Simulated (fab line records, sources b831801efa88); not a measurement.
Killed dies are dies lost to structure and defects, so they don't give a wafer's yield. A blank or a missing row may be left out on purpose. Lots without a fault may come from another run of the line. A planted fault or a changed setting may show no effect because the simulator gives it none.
Which tool did it? | flow sky130 | 11 lots, 33 wafers sampled, at 6 steps of a route of 708

WHAT THE GAUGES READ, wafer by wafer
SKY_FIELD_ISO_THK_MEAS_02. Usual: FIELD_ISO_OXIDATION_00_THK 11.97 nm, standard deviation 0.27.
lot  | measured    | on            | FIELD_ISO_OXIDATION_00_THK (nm) | flag
L636 | day 1 12:41 | film_metro-04 | 11.73 11.64 11.67               |
L638 | day 1 23:52 | film_metro-04 | 11.77 11.69 11.74               |
L639 | day 2 02:52 | film_metro-02 | 11.96 11.91 11.82               |
L646 | day 3 14:25 | film_metro-01 | 12.08 12.19 12.18               |
L647 | day 3 19:58 | film_metro-01 | 11.66 11.61 11.87               |
L648 | day 4 00:43 | film_metro-01 | 12.13 12.04 11.99               |
L653 | day 5 01:36 | film_metro-04 | 11.70 11.54 11.77               |
L654 | day 5 07:02 | film_metro-04 | 11.66 11.83 11.74               |
L655 | day 5 11:19 | film_metro-01 | 12.71 12.77 12.65               |
L657 | day 5 23:00 | film_metro-01 | 11.96 11.88 11.80               |
L658 | day 6 01:41 | film_metro-04 | 12.32 12.34 12.19               |

SKY_NWELL_TW_MEAS_15. Usual: NWELL_TW 1836, standard deviation 8.
lot  | measured     | on            | NWELL_TW                      | flag
L636 | day 4 16:11  | film_metro-02 | 1851 1838 1844                |
L638 | day 5 08:23  | film_metro-03 | 1833 1825 1823                |
L639 | day 5 07:58  | film_metro-03 | 1825 1828 1840                |
L646 | day 7 01:58  | film_metro-04 | 1858 1866 1889 1868 1872 1879 | OFF
L647 | day 7 06:19  | film_metro-02 | 1868 1870 1882 1868 1874 1861 | OFF
L648 | day 7 11:22  | film_metro-03 | 1879 1876 1876 1865 1881 1860 | OFF
L653 | day 8 16:32  | film_metro-02 | 1827 1827 1837                |
L654 | day 8 23:13  | film_metro-03 | 1836 1845 1838                |
L655 | day 9 04:29  | film_metro-03 | 1847 1844 1842                |
L657 | day 10 12:49 | film_metro-03 | 1845 1843 1834                |
L658 | day 10 13:46 | film_metro-02 | 1836 1844 1855                |

SKY_NWELL_RS_MEAS_29: measures by four-point-probe. Usual: NWELL_RS 625.0 ohm/sq, standard deviation 1.5.
lot  | measured     | on            | NWELL_RS (ohm/sq)                   | flag
L636 | day 5 10:22  | film_metro-03 | 623.8 624.2 624.0                   |
L638 | day 6 02:52  | film_metro-02 | 626.6 625.9 627.1                   |
L639 | day 6 02:31  | film_metro-03 | 624.3 624.1 626.4                   |
L646 | day 7 20:53  | film_metro-04 | 595.8 595.8 596.8 597.4 596.2 595.5 | OFF
L647 | day 8 01:36  | film_metro-04 | 597.9 598.9 597.9 598.2 598.4 598.1 | OFF
L648 | day 8 06:43  | film_metro-02 | 598.1 598.7 599.8 598.3 597.4 599.3 | OFF
L653 | day 9 13:55  | film_metro-03 | 625.4 625.4 624.5                   |
L654 | day 9 21:10  | film_metro-02 | 624.0 622.9 624.2                   |
L655 | day 10 03:12 | film_metro-03 | 622.6 623.9 624.8                   |
L657 | day 11 10:55 | film_metro-03 | 625.2 623.7 624.3                   |
L658 | day 11 12:14 | film_metro-02 | 628.6 624.9 626.3                   |

SKY_VT_ADJUST_LVTN_OVL_MEAS_18. Usual: VT_ADJUST_LVTN_01_OVL -0.4 nm, standard deviation 1.2.
lot  | measured     | on         | VT_ADJUST_LVTN_01_OVL (nm) | flag
L636 | day 7 18:45  | overlay-02 | 2.2 1.6 0.8                |
L638 | day 8 11:21  | overlay-01 | 0.8 0.3 -0.5               |
L639 | day 8 11:11  | overlay-02 | -0.9 -1.5 -0.5             |
L646 | day 10 12:20 | overlay-01 | -1.3 -1.7 -1.0             |
L647 | day 10 16:44 | overlay-01 | 1.4 1.7 1.0                |
L648 | day 10 23:32 | overlay-01 | -2.7 -2.5 -2.6             |
L653 | day 12 07:21 | overlay-02 | 0.1 0.0 -0.7               |
L654 | day 12 16:41 | overlay-02 | -1.0 0.1 1.0               |
L655 | day 12 22:53 | overlay-02 | 0.2 -1.2 0.0               |
L657 | day 14 10:38 | overlay-02 | 2.6 2.3 1.5                |
L658 | day 14 11:47 | overlay-01 | -0.7 -0.4 1.0              |

WHICH TOOL RAN EACH LOT (tool, then ch and the chambers of the sampled wafers, then the start)
lot  | SKY_NWELL_IMPLANT_11            | SKY_NWELL_STRIP_14
L636 | implanter-03 ch 0, day 4 15:40  | plasma_asher-01 ch 0,1, day 4 16:06
L638 | implanter-03 ch 0, day 5 07:52  | plasma_asher-01 ch 0,1, day 5 08:19
L639 | implanter-02 ch 0, day 5 07:25  | plasma_asher-04 ch 0,1, day 5 07:52
L646 | implanter-03 ch 0, day 7 01:25  | plasma_asher-01 ch 0,1, day 7 01:52
L647 | implanter-03 ch 0, day 7 05:47  | plasma_asher-04 ch 0,1, day 7 06:13
L648 | implanter-03 ch 0, day 7 10:49  | plasma_asher-01 ch 0,1, day 7 11:16
L653 | implanter-02 ch 0, day 8 16:01  | plasma_asher-01 ch 0,1, day 8 16:27
L654 | implanter-01 ch 0, day 8 22:40  | plasma_asher-01 ch 1, day 8 23:07
L655 | implanter-02 ch 0, day 9 03:57  | plasma_asher-01 ch 0,1, day 9 04:22
L657 | implanter-01 ch 0, day 10 12:16 | plasma_asher-02 ch 1, day 10 12:43
L658 | implanter-02 ch 0, day 10 13:14 | plasma_asher-02 ch 0,1, day 10 13:40
- SKY_NWELL_IMPLANT_11
- SKY_NWELL_STRIP_14: strips in O2/N2.

WHAT THE TOOLS THEMSELVES READ (means of the sampled wafers that have a number; where no wafer has one, the mark that the record gives instead)
SKY_NWELL_IMPLANT_11. Usual: beam_energy_keV 399.97, standard deviation 0.11.
lot  | tool         | beam_energy_keV | flag
L636 | implanter-03 | 400.05          |
L638 | implanter-03 | 399.91          |
L639 | implanter-02 | 399.84          |
L646 | implanter-03 | 487.48          | OFF
L647 | implanter-03 | 487.65          | OFF
L648 | implanter-03 | 487.43          | OFF
L653 | implanter-02 | 399.91          |
L654 | implanter-01 | 399.97          |
L655 | implanter-02 | 400.02          |
L657 | implanter-01 | 399.93          |
L658 | implanter-02 | 400.01          |

SKY_NWELL_STRIP_14. Usual: drypump_motor_current_A 5.74 A, standard deviation 0.27; oes_product_au 0.722 a.u., standard deviation 0.0044; strip_time_to_endpoint_s 36.91 s, standard deviation 0.11.
lot  | tool            | drypump_motor_current_A (A) | oes_product_au (a.u.) | strip_time_to_endpoint_s (s) | flag
L636 | plasma_asher-01 | 5.77                        | 0.726                 | 36.75                        |
L638 | plasma_asher-01 | 5.84                        | 0.722                 | 36.77                        |
L639 | plasma_asher-04 | 5.72                        | 0.722                 | 36.88                        |
L646 | plasma_asher-01 | 5.84                        | 0.721                 | 37.01                        |
L647 | plasma_asher-04 | 5.70                        | 0.719                 | 36.95                        |
L648 | plasma_asher-01 | 5.77                        | 0.722                 | 36.78                        |
L653 | plasma_asher-01 | 5.85                        | 0.721                 | 37.02                        |
L654 | plasma_asher-01 | 5.91                        | 0.724                 | 37.03                        |
L655 | plasma_asher-01 | 5.77                        | 0.728                 | 37.06                        |
L657 | plasma_asher-02 | 6.08                        | 0.719                 | 36.90                        |
L658 | plasma_asher-02 | 5.81                        | 0.724                 | 36.92                        |

THE ANSWER, worked out from the rows above alone
Rule: a lot is off if the mean of its wafers that have a number lies more than 3 standard deviations from the usual mean. A lot without any number at a reading at which 4 lots or more have one is off too. The other lots that the step has rows for count as sound. The gauges are gone through in route order, then the tools' own readings, and for those a lot's mean is taken as printed above. The first step at which some lot is off is used, and at that step the reading that is off furthest; a lot without a number counts as furthest.
Off: L646, L647, L648, at SKY_NWELL_TW_MEAS_15 (NWELL_TW).
A tool fits if, at a process step before that reading, it ran every lot that is off, and no sound lot after the first of them. The gauges at SKY_NWELL_TW_MEAS_15 aren't tried: what is off there is off at SKY_NWELL_IMPLANT_11 too, on other tools, and a gauge's error can't cause that. One fits: implanter-03 at SKY_NWELL_IMPLANT_11. Its last sound lot is L638 (day 5 07:52), its first lot that is off L646 (day 7 01:25): a fault that began between those two fits.
The tool's own readings at SKY_NWELL_IMPLANT_11 bear it out: on the lots that are off they differ by more than 5 times the standard deviation of the sound lots' means. beam_energy_keV reads 487.52 there against 399.95 on the sound lots.

WHAT THE SIMULATOR HAD PUT IN
Process parameter drift: implanter-03, from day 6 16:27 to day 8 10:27, at SKY_NWELL_IMPLANT_11. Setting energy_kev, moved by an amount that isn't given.
Lots struck among those shown: L646, L647, L648. The rule above found the same.
